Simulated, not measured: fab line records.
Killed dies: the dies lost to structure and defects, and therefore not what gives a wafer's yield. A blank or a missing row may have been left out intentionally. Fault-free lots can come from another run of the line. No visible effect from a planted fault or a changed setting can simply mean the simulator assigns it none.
Chamber matching + flow sky130 + SKY_VIA3_ETCH_15 on rie diel-04 has 3 sister chambers
The step etches SiO2 in C4F8/O2/Ar, stops on TiN, target depth 507 nm, time 78 s. 6 wafers are shown with their chamber, then 6 later ones without.

== WAFERS, EACH WITH ITS CHAMBER ==
| wafer  | chamber | oes product au (a.u.) |
|--------|---------|-----------------------|
| L080.3 | 2       | 0.931                 |
| L080.4 | 1       | 0.933                 |
| L081.1 | 3       | 0.934                 |
| L081.2 | 2       | 0.937                 |
| L081.3 | 1       | 0.925                 |
| L083.1 | 3       | 0.935                 |

== WAFERS MISSING THEIR CHAMBER ==
| wafer  | oes product au (a.u.) |
|--------|-----------------------|
| L083.2 | 0.947                 |
| L083.6 | 0.946                 |
| L091.2 | 0.947                 |
| L091.4 | 0.943                 |
| L092.1 | 0.941                 |
| L092.6 | 0.943                 |

== WHICH CHAMBER EACH WENT THROUGH ==
| wafer  | from the rows above          | in truth |
|--------|------------------------------|----------|
| L083.2 | can't be placed: 3 or 2 or 1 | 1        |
| L083.6 | can't be placed: 3 or 2 or 1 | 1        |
| L091.2 | can't be placed: 3 or 2 or 1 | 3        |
| L091.4 | can't be placed: 3 or 2 or 1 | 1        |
| L092.1 | can't be placed: 3 or 2 or 1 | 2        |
| L092.6 | can't be placed: 3 or 2 or 1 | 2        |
Correct placement for 0 of the 6. Cannot be placed on the basis of these rows: 6; the candidates contain the true chamber in 6. 0 placed wrongly.
How it was worked out, from the rows above alone: a wafer's distance from a chamber is the root of the sum, over the readings, of the square of ((its reading less the chamber's mean) divided by the reading's scatter). The wafer belongs to the nearest chamber; if the next one is less than 2 further off, it can't be placed. Each chamber's mean is taken over the wafers shown for it. The scatter: take each reading less its chamber's mean, square it, sum over the shown wafers, divide by the number of wafers less the number of chambers, and take the root.
